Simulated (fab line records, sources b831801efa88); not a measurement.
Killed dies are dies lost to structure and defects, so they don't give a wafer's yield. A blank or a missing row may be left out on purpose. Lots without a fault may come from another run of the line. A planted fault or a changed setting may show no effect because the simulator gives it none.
Which tool did it? | flow sky130 | 24 lots, 72 wafers sampled, at 5 steps of a route of 708

WHAT THE GAUGES READ, wafer by wafer
SKY_POLY_GATE_CD_MEAS_13: target cd 150 nm. Usual: cd_nm 150.4 nm, standard deviation 1.
lot  | measured     | on        | cd_nm (nm)        | flag
L074 | day 16 11:47 | cd_sem-01 | 149.7 149.5 151.1 |
L075 | day 16 20:05 | cd_sem-02 | 149.6 149.8 150.2 |
L076 | day 17 05:27 | cd_sem-02 | 150.3 150.9 151.4 |
L077 | day 17 07:13 | cd_sem-01 | 152.1 152.6 152.4 |
L079 | day 17 15:44 | cd_sem-01 | 151.6 150.7 150.3 |
L078 | day 18 01:32 | cd_sem-02 | 150.4 150.0 148.9 |
L080 | day 18 13:29 | cd_sem-02 | 149.4 150.0 148.3 |
L081 | day 19 02:17 | cd_sem-01 | 149.6 150.1 151.9 |
L082 | day 20 03:25 | cd_sem-01 | 150.2 149.6 150.4 |
L083 | day 20 03:44 | cd_sem-01 | 151.0 150.3 151.1 |
L084 | day 20 16:44 | cd_sem-01 | 151.4 150.4 151.0 |
L087 | day 25 07:24 | cd_sem-02 | 150.6 152.0 150.5 |
L089 | day 25 07:47 | cd_sem-02 | 150.9 150.4 151.0 |
L086 | day 25 08:08 | cd_sem-01 | 150.2 152.2 150.4 |
L093 | day 25 08:20 | cd_sem-02 | 150.5 150.1 150.4 |
L088 | day 25 08:31 | cd_sem-01 | 151.3 151.5 149.9 |
L085 | day 25 08:33 | cd_sem-02 | 150.2 148.7 150.3 |
L095 | day 25 08:50 | cd_sem-01 | 150.1 149.9 150.5 |
L090 | day 25 08:53 | cd_sem-02 | 149.0 148.2 149.1 |
L091 | day 25 09:17 | cd_sem-02 | 150.4 149.6 150.3 |
L094 | day 25 09:30 | cd_sem-01 | 149.9 148.7 148.6 |
L092 | day 25 09:37 | cd_sem-02 | 151.4 151.0 150.9 |
L097 | day 25 09:50 | cd_sem-01 | 151.5 150.8 150.7 |
L096 | day 25 10:00 | cd_sem-01 | 151.1 151.4 151.4 |

SKY_VIA1_THK_MEAS_01. Usual: VIA1_HDPCVD_THK 1024 nm, standard deviation 12.
lot  | measured     | on            | VIA1_HDPCVD_THK (nm) | flag
L074 | day 34 01:03 | film_metro-03 | 1013 1019 1013       |
L075 | day 34 00:05 | film_metro-03 | 1016 1032 1036       |
L076 | day 34 02:01 | film_metro-03 | 1006 1012 1023       |
L077 | day 34 01:16 | film_metro-04 | 1012 1020 1006       |
L079 | day 34 00:56 | film_metro-04 | 1036 1014 1015       |
L078 | day 34 01:55 | film_metro-02 | 1010 996 1027        |
L080 | day 34 02:20 | film_metro-02 | 1050 1014 1035       |
L081 | day 34 05:29 | film_metro-03 | 1018 1028 1022       |
L082 | day 35 08:56 | film_metro-04 | 1031 1050 1038       |
L083 | day 35 11:08 | film_metro-04 | 1033 1011 1041       |
L084 | day 35 17:14 | film_metro-03 | 1005 1006 1032       |
L087 | day 40 09:01 | film_metro-02 | 1025 1006 1022       |
L089 | day 40 08:43 | film_metro-04 | 1036 1039 1037       |
L086 | day 40 05:43 | film_metro-02 | 1039 1022 1024       |
L093 | day 40 09:26 | film_metro-03 | 1027 1033 1036       |
L088 | day 40 10:25 | film_metro-04 | 1047 1031 1058       |
L085 | day 40 10:45 | film_metro-02 | 1024 1027 1019       |
L095 | day 40 11:05 | film_metro-04 | 1014 1008 1015       |
L090 | day 40 12:54 | film_metro-04 | 1028 1018 1031       |
L091 | day 40 11:28 | film_metro-03 | 1033 1021 1026       |
L094 | day 40 13:04 | film_metro-03 | 1020 992 1003        |
L092 | day 40 15:52 | film_metro-04 | 1027 1032 1026       |
L097 | day 40 14:34 | film_metro-02 | 1025 1036 1021       |
L096 | day 40 14:17 | film_metro-02 | 1024 1025 1034       |

SKY_METAL2_THK_MEAS_06: measures by xrf. Usual: METAL2_ALCU_THK 250 nm, standard deviation 3.3.
lot  | measured     | on            | METAL2_ALCU_THK (nm) | flag
L074 | day 35 04:49 | film_metro-03 | 243 243 242          |
L075 | day 35 03:31 | film_metro-03 | 247 244 245          |
L076 | day 35 06:04 | film_metro-03 | 252 247 248          |
L077 | day 35 04:56 | film_metro-01 | 252 254 252          |
L079 | day 35 04:34 | film_metro-02 | 249 251 247          |
L078 | day 35 05:53 | film_metro-02 | 248 247 244          |
L080 | day 35 06:43 | film_metro-03 | 249 250 248          |
L081 | day 35 09:22 | film_metro-03 | 247 245 247          |
L082 | day 36 13:10 | film_metro-02 | 249 248 251          |
L083 | day 36 15:13 | film_metro-03 | 253 253 251          |
L084 | day 36 21:23 | film_metro-01 | 251 254 255          |
L087 | day 41 10:31 | film_metro-02 | 251 253 252          |
L089 | day 41 10:16 | film_metro-03 | 252 248 250          |
L086 | day 41 07:27 | film_metro-01 | 248 250 249          |
L093 | day 41 11:43 | film_metro-01 | 252 250 252          |
L088 | day 41 12:05 | film_metro-02 | 249 247 247          |
L085 | day 41 12:26 | film_metro-01 | 252 255 251          |
L095 | day 41 13:20 | film_metro-01 | 248 250 248          |
L090 | day 41 15:14 | film_metro-01 | 255 252 246          |
L091 | day 41 13:46 | film_metro-03 | 255 252 256          |
L094 | day 41 15:21 | film_metro-03 | 244 251 247          |
L092 | day 41 18:03 | film_metro-02 | 250 247 248          |
L097 | day 41 16:59 | film_metro-03 | 254 253 252          |
L096 | day 41 16:23 | film_metro-03 | 253 252 246          |

SKY_METAL3_CD_MEAS_13: target cd 300 nm. Usual: cd_nm 299.9 nm, standard deviation 1.4.
lot  | measured     | on        | cd_nm (nm)        | flag
L074 | day 39 12:38 | cd_sem-02 | 300.2 298.6 298.3 |
L075 | day 39 11:14 | cd_sem-02 | 298.8 299.1 299.0 |
L076 | day 39 14:36 | cd_sem-01 | 299.3 299.4 299.4 |
L077 | day 39 13:28 | cd_sem-02 | 299.7 298.1 299.1 |
L079 | day 39 12:17 | cd_sem-02 | 301.3 301.4 302.1 |
L078 | day 39 13:56 | cd_sem-01 | 302.0 302.1 301.4 |
L080 | day 39 14:59 | cd_sem-02 | 301.9 301.5 301.6 |
L081 | day 39 16:32 | cd_sem-01 | 300.9 301.3 302.3 |
L082 | day 40 18:52 | cd_sem-01 | 299.3 297.6 298.6 |
L083 | day 40 19:56 | cd_sem-02 | 297.7 297.2 298.1 |
L084 | day 41 01:30 | cd_sem-02 | 301.8 300.3 300.1 |
L087 | day 45 08:27 | cd_sem-01 | 300.4 300.9 300.5 |
L089 | day 45 08:23 | cd_sem-02 | 299.5 299.8 299.3 |
L086 | day 45 04:44 | cd_sem-01 | 299.7 299.1 299.5 |
L093 | day 45 08:44 | cd_sem-02 | 300.2 299.9 300.8 |
L088 | day 45 08:47 | cd_sem-01 | 301.4 300.1 299.6 |
L085 | day 45 09:55 | cd_sem-01 | 298.9 297.9 299.1 |
L095 | day 45 11:02 | cd_sem-02 | 299.1 299.0 298.9 |
L090 | day 45 15:50 | cd_sem-02 | 297.9 299.3 299.1 |
L091 | day 45 14:06 | cd_sem-01 | 301.6 301.6 301.9 |
L094 | day 45 16:21 | cd_sem-02 | 300.0 300.5 301.8 |
L092 | day 45 20:17 | cd_sem-02 | 298.2 298.1 298.3 |
L097 | day 45 18:05 | cd_sem-01 | 299.1 299.1 297.9 |
L096 | day 45 17:46 | cd_sem-01 | 299.2 298.6 300.2 |

WHICH TOOL RAN EACH LOT (tool, then ch and the chambers of the sampled wafers, then the start)
lot  | SKY_VIA2_CMP_24
L074 | cmp-02 ch 0,3, day 37 10:55
L075 | cmp-01 ch 0,2,3, day 37 09:38
L076 | cmp-01 ch 1,2,3, day 37 12:58
L077 | cmp-01 ch 1,2,3, day 37 11:09
L079 | cmp-01 ch 0,3, day 37 10:38
L078 | cmp-01 ch 0,2,3, day 37 12:36
L080 | cmp-02 ch 0,1,3, day 37 13:19
L081 | cmp-02 ch 0,1, day 37 16:01
L082 | cmp-02 ch 0,2,3, day 38 17:54
L083 | cmp-01 ch 1,2,3, day 38 18:39
L084 | cmp-02 ch 0,3, day 39 00:42
L087 | cmp-01 ch 0,3, day 43 11:30
L089 | cmp-02 ch 0,1,3, day 43 09:54
L086 | cmp-01 ch 0,1,2, day 43 07:01
L093 | cmp-01 ch 0,1,3, day 43 12:44
L088 | cmp-02 ch 0,3, day 43 12:48
L085 | cmp-01 ch 0,1, day 43 13:37
L095 | cmp-01 ch 0,2,3, day 43 14:39
L090 | cmp-01 ch 1,2, day 43 16:51
L091 | cmp-02 ch 1,2,3, day 43 15:36
L094 | cmp-01 ch 1,3, day 43 17:10
L092 | cmp-01 ch 0,2,3, day 43 20:54
L097 | cmp-01 ch 2,3, day 43 19:01
L096 | cmp-02 ch 1,2, day 43 18:55
- SKY_VIA2_CMP_24: polishes, stops on SiO2, t overpolish 20 s, target thk 0 nm.

WHAT THE TOOLS THEMSELVES READ (means of the sampled wafers that have a number; where no wafer has one, the mark that the record gives instead)
SKY_VIA2_CMP_24. Usual: motor_current_A 11.1 A, standard deviation 1.4; overpolish_run_s 19.999 s, standard deviation 0.0088; retaining_ring_pressure_frac 1.000, standard deviation 0.0051; time_to_endpoint_s 103 s, standard deviation 3.8.
lot  | tool   | motor_current_A (A) | overpolish_run_s (s) | retaining_ring_pressure_frac | time_to_endpoint_s (s) | flag
L074 | cmp-02 | 9.8                 | 19.998               | 1.003                        | 106                    |
L075 | cmp-01 | 11.7                | 19.999               | 1.000                        | 104                    |
L076 | cmp-01 | 11.5                | 20.005               | 1.001                        | 102                    |
L077 | cmp-01 | 11.7                | 20.003               | 1.001                        | 104                    |
L079 | cmp-01 | 10.7                | 19.994               | 0.997                        | 103                    |
L078 | cmp-01 | 11.6                | 19.990               | 1.000                        | 105                    |
L080 | cmp-02 | 9.8                 | 20.006               | 1.006                        | 106                    |
L081 | cmp-02 | 10.1                | 19.999               | 1.007                        | 103                    |
L082 | cmp-02 | 10.9                | 20.005               | 0.998                        | 101                    |
L083 | cmp-01 | 11.7                | 19.992               | 0.999                        | 102                    |
L084 | cmp-02 | 9.5                 | 20.003               | 1.000                        | 101                    |
L087 | cmp-01 | 11.2                | 20.000               | 0.999                        | 106                    |
L089 | cmp-02 | 9.8                 | 20.002               | 1.000                        | 104                    |
L086 | cmp-01 | 10.7                | 20.000               | 1.004                        | 100                    |
L093 | cmp-01 | 10.7                | 19.991               | 0.996                        | 107                    |
L088 | cmp-02 | 9.6                 | 19.996               | 1.004                        | 96                     |
L085 | cmp-01 | 10.1                | 20.000               | 1.001                        | 103                    |
L095 | cmp-01 | 11.6                | 20.008               | 0.999                        | 102                    |
L090 | cmp-01 | 11.3                | 20.002               | 1.001                        | 101                    |
L091 | cmp-02 | 11.3                | 19.999               | 0.994                        | 102                    |
L094 | cmp-01 | 11.7                | 19.997               | 0.997                        | 103                    |
L092 | cmp-01 | 11.4                | 19.996               | 1.002                        | 103                    |
L097 | cmp-01 | 12.6                | 19.995               | 0.995                        | 104                    |
L096 | cmp-02 | 12.8                | 20.000               | 1.002                        | 102                    |

THE ANSWER, worked out from the rows above alone
Rule: a lot is off if the mean of its wafers that have a number lies more than 3 standard deviations from the usual mean. A lot without any number at a reading at which 4 lots or more have one is off too. The other lots that the step has rows for count as sound. The gauges are gone through in route order, then the tools' own readings, and for those a lot's mean is taken as printed above. The first step at which some lot is off is used, and at that step the reading that is off furthest; a lot without a number counts as furthest.
No lot is off at any reading shown: from this, nothing can be told.

WHAT THE SIMULATOR HAD PUT IN
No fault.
